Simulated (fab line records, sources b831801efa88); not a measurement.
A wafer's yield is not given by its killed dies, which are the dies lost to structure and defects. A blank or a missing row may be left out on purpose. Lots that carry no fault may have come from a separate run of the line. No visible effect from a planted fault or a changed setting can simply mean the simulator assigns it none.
A single fault, viewed from 2 desks || flow sky130 || each desk holds nothing but its own numbers, with what lay behind them at the end

TOOL OWNER'S DESK, furnace-01
The tool's own readings at SKY_SONOS_ONO_OXIDATION_00 (stabilise 600 s, purge 300 s, target thk 2.6 nm): means of the sampled wafers that have a number, for each lot that ran on this tool. Marked OUT: a lot whose mean sits more than 4 standard deviations from the usual mean, which makes it out of limits; the brackets give that distance.
Columns: A = ox temp c at SKY_SONOS_ONO_OXIDATION_00, usual 799.9 C; B = ox temp c max at SKY_SONOS_ONO_OXIDATION_00, usual 805.0; C = ramp down c per min at SKY_SONOS_ONO_OXIDATION_00, usual 3.0000; D = ramp up c per min at SKY_SONOS_ONO_OXIDATION_00, usual 10.000; E = tube center temp C at SKY_SONOS_ONO_OXIDATION_00, usual 800 C; F = zone power upper pct at SKY_SONOS_ONO_OXIDATION_00, usual 12.5 %
{"lot": "L452", "first seen here": "day 11 19:36", "A": 800.2, "B": 804.1, "C": 3.0001, "D": 9.999, "E": 800, "F": 11.8}
{"lot": "L453", "first seen here": "day 11 19:36", "A": 799.5, "B": 803.6, "C": 2.9997, "D": 9.999, "E": 800, "F": 11.7}
{"lot": "L457", "first seen here": "day 13 16:04", "A": 800.4, "B": 804.4, "C": 2.9994, "D": 9.999, "E": 800, "F": 11.8}
{"lot": "L461", "first seen here": "day 14 12:31", "A": 799.7, "B": 803.9, "C": 3.0001, "D": 10.000, "E": 800, "F": 11.7}
{"lot": "L465", "first seen here": "day 15 23:20", "A": 800.0, "B": 804.3, "C": 3.0005, "D": 10.001, "E": 800, "F": 11.7}
{"lot": "L467", "first seen here": "day 16 17:25", "A": 800.0, "B": 805.6, "C": 2.9997, "D": 9.999, "E": 800, "F": 11.7}
{"lot": "L471", "first seen here": "day 18 00:14", "A": 799.9, "B": 804.2, "C": 2.9999, "D": 10.000, "E": 800, "F": 11.7}
{"lot": "L472", "first seen here": "day 18 13:02", "A": 799.6, "B": 804.5, "C": 2.9996, "D": 10.000, "E": 800, "F": 11.7}
{"lot": "L473", "first seen here": "day 18 18:38", "A": 800.2, "B": 805.4, "C": 3.0000, "D": 9.999, "E": 800, "F": 11.7}
Result from this desk: across the 9 lots, nothing is out of limits.

FROM THE METROLOGY DESK
Means of the sampled wafers that have a number, per lot and without regard to the tool the lot ran on: this is what the gauges read. Marked OUT: a lot whose mean sits more than 4 standard deviations from the usual mean, which makes it out of limits; the brackets give that distance.
Columns: A = VT_ADJUST_HVTP_TW at SKY_VT_ADJUST_HVTP_TW_MEAS_11, usual 1355; B = VT_ADJUST_NCORE_OVL at SKY_VT_ADJUST_NCORE_OVL_MEAS_08, usual 0.2 nm; C = cd nm at SKY_SONOS_TUNNEL_CD_MEAS_07, usual 409.8 nm
{"lot": "L452", "first seen here": "day 6 09:43", "A": 1356, "B": -2.1, "C": 413.0}
{"lot": "L453", "first seen here": "day 6 10:00", "A": 1352, "B": -0.1, "C": 411.4}
{"lot": "L454", "first seen here": "day 6 17:34", "A": 1349, "B": -1.3, "C": 410.7}
{"lot": "L456", "first seen here": "day 7 19:38", "A": 1355, "B": -0.1, "C": 407.3}
{"lot": "L457", "first seen here": "day 7 20:58", "A": 1349, "B": 0.2, "C": 411.8}
{"lot": "L455", "first seen here": "day 7 21:08", "A": 1354, "B": -2.6, "C": 408.9}
{"lot": "L461", "first seen here": "day 8 14:28", "A": 1354, "B": 0.4, "C": 411.4}
{"lot": "L465", "first seen here": "day 9 18:09", "A": 1347, "B": 1.6, "C": 411.4}
{"lot": "L466", "first seen here": "day 10 00:13", "A": 1336, "B": 1.9, "C": 410.0}
{"lot": "L467", "first seen here": "day 10 07:01", "A": 1371, "B": -1.0, "C": 408.9}
{"lot": "L469", "first seen here": "day 10 20:34", "A": 1371, "B": 1.0, "C": 412.2}
{"lot": "L471", "first seen here": "day 11 09:17", "A": 1355, "B": 0.8, "C": 410.0}
{"lot": "L472", "first seen here": "day 11 17:57", "A": 1351, "B": 0.2, "C": 406.9}
{"lot": "L473", "first seen here": "day 11 21:15", "A": 1356, "B": 0.5, "C": 409.6}
Result from this desk: across the 14 lots, nothing is out of limits.

BROUGHT TOGETHER
Nothing out of limits was seen by the tool owner's desk.
At the metrology desk, nothing out of limits was observed.

WHAT WAS PUT IN BY THE SIMULATOR
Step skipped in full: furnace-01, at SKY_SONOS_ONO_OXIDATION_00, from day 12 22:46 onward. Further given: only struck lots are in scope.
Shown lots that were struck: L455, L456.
